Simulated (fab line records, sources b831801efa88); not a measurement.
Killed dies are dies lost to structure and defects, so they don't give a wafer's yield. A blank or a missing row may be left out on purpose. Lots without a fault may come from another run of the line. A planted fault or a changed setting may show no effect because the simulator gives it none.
Chamber matching | flow sky130 | SKY_VIA3_CMP_02 on cmp-02: 4 sister chambers
The step polishes SiO2. 4 wafers are shown with their chamber, then 10 later ones without.

WAFERS WITH THEIR CHAMBER
wafer  | chamber | motor_current_A (A)
L088.2 | 1       | 9.9
L089.2 | 3       | 11.0
L090.1 | 2       | 11.0
L090.2 | 0       | 11.6

WAFERS WITHOUT THEIR CHAMBER
wafer  | motor_current_A (A)
L090.5 | 11.6
L091.1 | 11.0
L091.4 | 10.5
L091.5 | 11.2
L093.1 | 10.8
L093.2 | 10.1
L093.6 | 11.6
L094.4 | 11.2
L094.5 | 10.9
L094.6 | 11.1

WHICH CHAMBER EACH WENT THROUGH
wafer  | from the rows above          | in truth
L090.5 | 0                            | 0
L091.1 | can't be placed: 2 or 3      | 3
L091.4 | can't be placed: 2 or 3 or 1 | 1
L091.5 | can't be placed: 2 or 3 or 0 | 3
L093.1 | can't be placed: 2 or 3      | 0
L093.2 | 1                            | 1
L093.6 | 0                            | 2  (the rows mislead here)
L094.4 | can't be placed: 2 or 3 or 0 | 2
L094.5 | can't be placed: 2 or 3      | 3
L094.6 | can't be placed: 2 or 3 or 0 | 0
Placed correctly: 2 of 10. Can't be placed from these rows: 7 (the true chamber is among the candidates in 6). Placed wrongly: 1.
How it was worked out, from the rows above alone: a wafer's distance from a chamber is the root of the sum, over the readings, of the square of ((its reading less the chamber's mean) divided by the reading's scatter). The wafer belongs to the nearest chamber; if the next one is less than 2 further off, it can't be placed. A chamber's mean is the mean of its shown wafers. The scatter: with one shown wafer a chamber, the root of the mean of the squares of how far each hidden wafer lies from its nearest shown one.
